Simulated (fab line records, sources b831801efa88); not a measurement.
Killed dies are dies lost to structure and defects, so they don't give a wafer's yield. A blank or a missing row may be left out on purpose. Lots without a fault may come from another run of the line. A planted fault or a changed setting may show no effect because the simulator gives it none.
Chamber matching | flow gf180mcu | GF_HV_LDD_CLEAN_51 on wet_bench-03: 3 sister chambers
The step cleans in SC1/SC2, time 150 s. 3 wafers are shown with their chamber, then 4 later ones without.

WAFERS WITH THEIR CHAMBER
wafer  | chamber | run_length_s (s)
L519.6 | 0       | 174
L520.4 | 2       | 176
L521.3 | 3       | 175

WAFERS WITHOUT THEIR CHAMBER
wafer  | run_length_s (s)
L521.5 | 175
L523.1 | 183
L523.3 | 183
L523.4 | 183

WHICH CHAMBER EACH WENT THROUGH
wafer  | from the rows above          | in truth
L521.5 | can't be placed: 3 or 0 or 2 | 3
L523.1 | can't be placed: 2 or 3 or 0 | 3
L523.3 | can't be placed: 2 or 3 or 0 | 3
L523.4 | can't be placed: 2 or 3 or 0 | 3
Placed correctly: 0 of 4. Can't be placed from these rows: 4 (the true chamber is among the candidates in 4). Placed wrongly: 0.
How it was worked out, from the rows above alone: a wafer's distance from a chamber is the root of the sum, over the readings, of the square of ((its reading less the chamber's mean) divided by the reading's scatter). The wafer belongs to the nearest chamber; if the next one is less than 2 further off, it can't be placed. A chamber's mean is the mean of its shown wafers. The scatter: with one shown wafer a chamber, the root of the mean of the squares of how far each hidden wafer lies from its nearest shown one.
